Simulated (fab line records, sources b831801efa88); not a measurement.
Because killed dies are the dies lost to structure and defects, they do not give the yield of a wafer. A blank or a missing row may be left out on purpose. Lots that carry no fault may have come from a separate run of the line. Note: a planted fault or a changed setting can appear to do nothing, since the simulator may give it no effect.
Problem report in the 8D (eight disciplines) form, filled by code    flow sky130    the parts of the form that need people (team, actions taken, sign-off) are left out

1. PROBLEM STATEMENT
Mean of killed_at_M4_up at SKY_PAD_OPEN_PROBE_99: 55.0 across 6 wafers in 2 lots; on wafers with no fault it is 3.1 (standard deviation 1.9). That is +27 standard deviations from the usual mean.
Earliest sighting: wafer L911.1 on prober-01 at day 47 04:26. Wafers with a number at this step in the record: 18, from 6 lots. By rule, "out" or "out of limits" means more than 4 standard deviations away from the usual mean. The other wafers with a number count as sound.

2. WHAT IT IS, WHAT IT ISN'T
question                     is                      is not
which readings at this step  killed_at_M4_up         killed_at_front_end, killed_at_other, killed_open, sort_bin_6_memory
which lots                   L911, L912              L907, L918, L921, L927
which wafers of those lots   all that have a number  -
read on which tools          prober-01, prober-02    -
when                         from day 47 04:26       up to then (3 sound wafers); but 9 sound wafers of L918, L921, L927 came after

3. THE SUSPECTS, EACH WITH WHAT RULES IT OUT
Counting: a tool stays on the suspect list if, at a process step up to the reading, it processed all lots that are out and no sound lot following the first of them.
- rie_diel-03 at SKY_VIA4_ETCH_12 (etches SiO2 in C4F8/O2/Ar, stops on TiN, target depth 580 nm): ruled out as a lasting fault. Sound lots L927 ran on it after its first lot that is out, L911 (day 44 08:43).
- pvd_sputter-03 at SKY_METAL5_SPUTTER_00 (material Ti, target thk 15 nm, time 10 s): kept. It ran every lot that is out, first L911 (day 44 10:07), and no sound lot after that.
The count leaves pvd_sputter-03 at SKY_METAL5_SPUTTER_00.

4. THE CAUSE (what the simulator had put in)
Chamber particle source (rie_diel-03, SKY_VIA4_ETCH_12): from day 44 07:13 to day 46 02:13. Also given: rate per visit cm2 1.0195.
The count ruled it out by mistake, since the rule takes a fault to strike every lot its tool runs from the start of the fault on, and this one did not do so.

5. THE CHAIN OF EFFECTS, in route order
Each row: a reading where the mean over the struck wafers with a number is more than 3 standard deviations away from the usual. Scope: only readings with a usual standard deviation given in the record; hours: median across lots of the time from each lot's start at the first step in this table that gives one to its start at this step; sigmas: change in usual standard deviations.
hours  step                   reading               usual   on struck wafers  change  sigmas
0      SKY_PAD_OPEN_PROBE_99  defect_limited_yield  82.8 %  74.2              -8.6    -4.8
0      SKY_PAD_OPEN_PROBE_99  killed_at_M4_up       3.1     55.0              +51.9   +27
0      SKY_PAD_OPEN_PROBE_99  killed_dies           85      127               +42     +4.8
0      SKY_PAD_OPEN_PROBE_99  sort_bin_3_pad_short  0.8 %   3.4               +2.5    +6.2
0      SKY_PAD_OPEN_PROBE_99  sort_bin_5_function   10.4 %  16.6              +6.2    +4.1
0      SKY_PAD_OPEN_PROBE_99  sort_n_pass           407     365               -42     -4.8
0      SKY_PAD_OPEN_PROBE_99  sort_yield_pct        82.8 %  74.2              -8.6    -4.8
Its process steps:
- SKY_PAD_OPEN_PROBE_99

6. WHAT WOULD HAVE CAUGHT IT SOONER
In this record the first reading out of limits was taken at day 47 04:26, 69 hours after the fault began at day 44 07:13.
Of the tool readings at SKY_VIA4_ETCH_12 for which the record gives a usual standard deviation, none was out on any struck wafer, so an alarm limit of 4 standard deviations on them would not have fired.
